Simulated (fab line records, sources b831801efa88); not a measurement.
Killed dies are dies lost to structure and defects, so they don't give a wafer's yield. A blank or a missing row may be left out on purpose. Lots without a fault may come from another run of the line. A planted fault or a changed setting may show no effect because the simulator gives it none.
Problem report in the 8D (eight disciplines) form, filled by code | flow sky130 | the parts of the form that need people (team, actions taken, sign-off) are left out

1. THE PROBLEM
strip_time_to_endpoint_s at SKY_METAL3_STRIP_19 reads a mean of 7.40 s on 8 wafers of 3 lots; wafers without a fault read 6.55 s with a standard deviation of 0.1. That is +8.5 standard deviations from the usual mean.
The step: strips in O2/N2.
First seen on wafer L336.2, day 40 23:43, on plasma_asher-03. The record holds 32 wafers of 11 lots with a number at this step. Rule for "out", or "out of limits": more than 4 standard deviations from the usual mean. The other wafers with a number count as sound.

2. WHAT IT IS AND WHAT IT IS NOT
question                    | is                                       | is not
which readings at this step | strip_time_to_endpoint_s, oes_product_au | drypump_motor_current_A
which lots                  | L336, L337, L338                         | L329, L334, L339, L346, L347, L349, L350, L352
which wafers of those lots  | all that have a number                   | -
read on which tools         | plasma_asher-03, plasma_asher-04         | plasma_asher-01
when                        | from day 40 23:43                        | up to then (6 sound wafers); but 18 sound wafers of L339, L346, L347, L349, L350, L352 came after

3. SUSPECTS, AND WHAT RULES EACH OUT
Counting: a tool at a process step up to the reading stays a suspect if it ran every lot that is out and no sound lot after the first of them.
- rie_metal-03 at SKY_METAL3_METAL_ETCH_18 (etches the open film in Cl2/BCl3, stops on SiO2, target depth 845 nm, time 183.1 s): ruled out as a lasting fault. Sound lots L347, L349, L350, L352 ran on it after its first lot that is out, L336 (day 40 23:32).
Left after counting: nothing in the record.

4. THE CAUSE (what the simulator had put in)
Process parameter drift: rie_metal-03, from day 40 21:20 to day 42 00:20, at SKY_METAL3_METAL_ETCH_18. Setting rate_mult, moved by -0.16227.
Counting ruled it out, wrongly: the rule takes a fault to strike every lot that its tool runs from its start on, and this one did not.

5. THE CHAIN OF EFFECTS, in route order
Each row: a reading whose mean over the struck wafers that have a number lies more than 3 standard deviations from the usual. Only readings for which the record gives a usual standard deviation are gone through. hours: the time from each lot's start at the first step in this table that gives one to its start at this step, as a median over the lots. sigmas: the change in usual standard deviations.
hours | step                | reading                  | usual      | on struck wafers | change | sigmas
0     | SKY_METAL3_STRIP_19 | oes_product_au           | 0.503 a.u. | 0.538            | +0.035 | +5.3
0     | SKY_METAL3_STRIP_19 | strip_time_to_endpoint_s | 6.55 s     | 7.40             | +0.85  | +8.5
The process steps in it:
- SKY_METAL3_STRIP_19: strips in O2/N2.
Later measuring or inspecting steps at which every struck wafer that the step has a row for has a number for every such reading, and none has moved that far: SKY_VIA3_BOW_MEAS_03.

6. WHAT WOULD HAVE CAUGHT IT SOONER
In this record the first reading out of limits was taken at day 40 23:43, 2 hours after the fault began at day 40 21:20.
Of the tool readings at SKY_METAL3_METAL_ETCH_18 for which the record gives a usual standard deviation, none was out on any struck wafer, so an alarm limit of 4 standard deviations on them would not have fired.
